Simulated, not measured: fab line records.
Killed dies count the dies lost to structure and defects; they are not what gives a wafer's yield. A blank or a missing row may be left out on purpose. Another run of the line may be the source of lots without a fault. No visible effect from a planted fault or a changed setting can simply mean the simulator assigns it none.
Which of the tools did it? :: flow gf180mcu :: Sampling: 7 lots, 21 wafers, 2 of 602 route steps

WHAT EACH GAUGE READ, for each wafer
GF_M2_THK_MEAS_06: measures by xrf.
lot: L527
measured: day 19 01:13
on: film_metro-03
M2_ALCU_THK (nm): 457 447 453

lot: L529
measured: day 20 02:55
on: film_metro-03
M2_ALCU_THK (nm): 448 444 444

lot: L531
measured: day 20 08:38
on: film_metro-03
M2_ALCU_THK (nm): 451 451 451

lot: L540
measured: day 23 09:49
on: film_metro-03
M2_ALCU_THK (nm): 445 449 454

lot: L542
measured: day 24 07:05
on: film_metro-02
M2_ALCU_THK (nm): 439 438 439

lot: L544
measured: day 24 14:11
on: film_metro-02
M2_ALCU_THK (nm): 450 449 449

lot: L547
measured: day 25 10:28
on: film_metro-03
M2_ALCU_THK (nm): 447 445 448

TOOL THAT RAN EACH LOT (tool first, then ch and the chambers of the sampled wafers, then the start)
lot: L527
GF_M2_SPUTTER_00: pvd_sputter-04, day 19 00:52

lot: L529
GF_M2_SPUTTER_00: pvd_sputter-04, day 20 02:35

lot: L531
GF_M2_SPUTTER_00: pvd_sputter-03, day 20 08:18

lot: L540
GF_M2_SPUTTER_00: pvd_sputter-04, day 23 09:28

lot: L542
GF_M2_SPUTTER_00: pvd_sputter-02, day 24 06:43

lot: L544
GF_M2_SPUTTER_00: pvd_sputter-04, day 24 13:50

lot: L547
GF_M2_SPUTTER_00: pvd_sputter-02, day 25 10:06
- GF_M2_SPUTTER_00: material Ti, target thk 37.5 nm, time 150 s.

THE ANSWER, worked out from the rows above alone
Rule: usual is defined by the lots themselves. The widest of any qualifying gaps counts: lots, ordered by their means at a reading, are off when they make up no more than a third of the lots, leave a main group of 4 or more, and stand apart from it by 3 or more times the standard deviation of that group's means. The tables above print the reading to a certain number of digits; a main group whose means all agree to those digits is not used. A lot without any number at a reading at which 4 lots or more have one is off too. Any other lot the step has rows for is counted as sound.
Across all readings shown, no lot is off: no conclusion can be drawn from this.

WHAT WAS PUT IN BY THE SIMULATOR
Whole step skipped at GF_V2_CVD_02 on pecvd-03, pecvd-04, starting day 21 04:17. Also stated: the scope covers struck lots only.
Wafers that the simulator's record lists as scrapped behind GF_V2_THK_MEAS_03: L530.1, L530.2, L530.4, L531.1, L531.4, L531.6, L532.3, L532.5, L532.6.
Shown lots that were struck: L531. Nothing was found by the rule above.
